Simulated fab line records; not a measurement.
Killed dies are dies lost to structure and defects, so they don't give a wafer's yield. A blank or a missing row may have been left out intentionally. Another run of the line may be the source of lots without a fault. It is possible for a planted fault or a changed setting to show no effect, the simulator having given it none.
A lot that was struck, set against a sound lot	flow sky130	15 steps out of a route of 708
Sound: these wafers, L603.1, L603.4, L603.6. Struck: wafers L613.1, L613.5, L613.6. The cause is given at the end.
At each step with rows: each side's tool, then ch and its chambers, then its first start. Under that, the readings that differ: sound wafers	struck wafers	difference of the means	sigmas: that difference in standard deviations of wafers without a fault.
alike: a reading whose means differ by less than 2 such deviations, as well as words and numbers matching on both sides. not compared: withheld readings; readings where some wafer has no value; bounds like >300 that might hide an equal value; numbers whose values overlap and for which the record gives no deviation.
The two part at a step that has a row with sigmas, a row that says differs or no value, or rows on one side only. When numbers do not overlap yet have no deviation, they are printed without sigmas and do not part them. A reading that every wafer of one side lacks parts them only if that side has two wafers or more.

SKY_CAPM_SPUTTER_02: material TiN, target thk 200 nm, time 166.7 s.
  sound on pvdSputter-01 at day 40 08:34; struck on pvdSputter-03 at day 44 08:26
  alike: cathodeDcPowerW, substrateTempC, throttleValvePct
SKY_CAPM_RS_MEAS_03: the measuring method here is four-point-probe.
  sound on filmMetro-01 at day 40 08:41; struck on filmMetro-03 at day 44 08:32
  alike: CAPM_TIN_RS
SKY_CAPM_THK_MEAS_04: measures by xrf.
  sound on filmMetro-01 at day 40 08:48; struck on filmMetro-03 at day 44 08:40
  alike: CAPM_TIN_THK
then, 7 steps without rows for these wafers: SKY_CAPM_DEHYDRATE_05 (time 60 s); SKY_CAPM_HMDS_06 (prime time 60 s); SKY_CAPM_COAT_07 (resist thk 1140 nm); SKY_CAPM_SOFTBAKE_08 (time 60 s); SKY_CAPM_EXPOSE_09 (exposes mask CAPM, target cd 1000 nm); SKY_CAPM_PEB_10; SKY_CAPM_DEVELOP_11 (develop time 60 s).
SKY_CAPM_OVL_MEAS_12:
  sound on overlay-02 at day 41 08:38; struck on overlay-02 at day 45 06:13
  alike: CAPM_OVL
SKY_CAPM_METAL_ETCH_13: etches TiN in Cl2/BCl3, stops on SiO2, target depth 220 nm, time 62.9 s.
  sound on rieMetal-03 ch 1, day 41 08:40; struck on rieMetal-03 ch 0, day 45 06:15
  alike: drypumpMotorCurrentA, oesProductAu, throttleValvePct
  not compared: rfHoursCounterH
SKY_CAPM_STRIP_14: strips in O2/N2.
  sound on plasmaAsher-02 ch 0,1, day 41 08:50; struck on plasmaAsher-01 ch 0,1, day 45 06:25
  no value came back on the struck wafers for any of 6 readings (chamberPressureMTorr (mTorr), drypumpMotorCurrentA (A) and others); on the sound wafers chamberPressureMTorr (mTorr) reads 1501.2 1501.4 1496.9
reading	sound	struck	difference	sigmas
model.NOVOLAK_of_CAPM_COAT_07.thkNm (nm)	0 0 0	993.7 992.5 989.7	+992.0	
  not compared: rfHoursCounterH
then, 1 step without rows for these wafers: SKY_CAPM_STRIP_15 (strips in post etch residue remover, time 1229 s).
-- the record jumps here: 6 days lie between the struck wafers' starts before and after (it left off in module CAPM and takes up again in module PAD_OPEN, whose first step shown is number 708 of the route) --
SKY_PAD_OPEN_PROBE_99:
  only the struck wafers here have rows in the record (prober-02, day 51 16:55); the sound ones have none

## WHERE THEY PART
Earliest at SKY_CAPM_STRIP_14; latest, in this record, at SKY_PAD_OPEN_PROBE_99.

WHY: what the simulator had put in
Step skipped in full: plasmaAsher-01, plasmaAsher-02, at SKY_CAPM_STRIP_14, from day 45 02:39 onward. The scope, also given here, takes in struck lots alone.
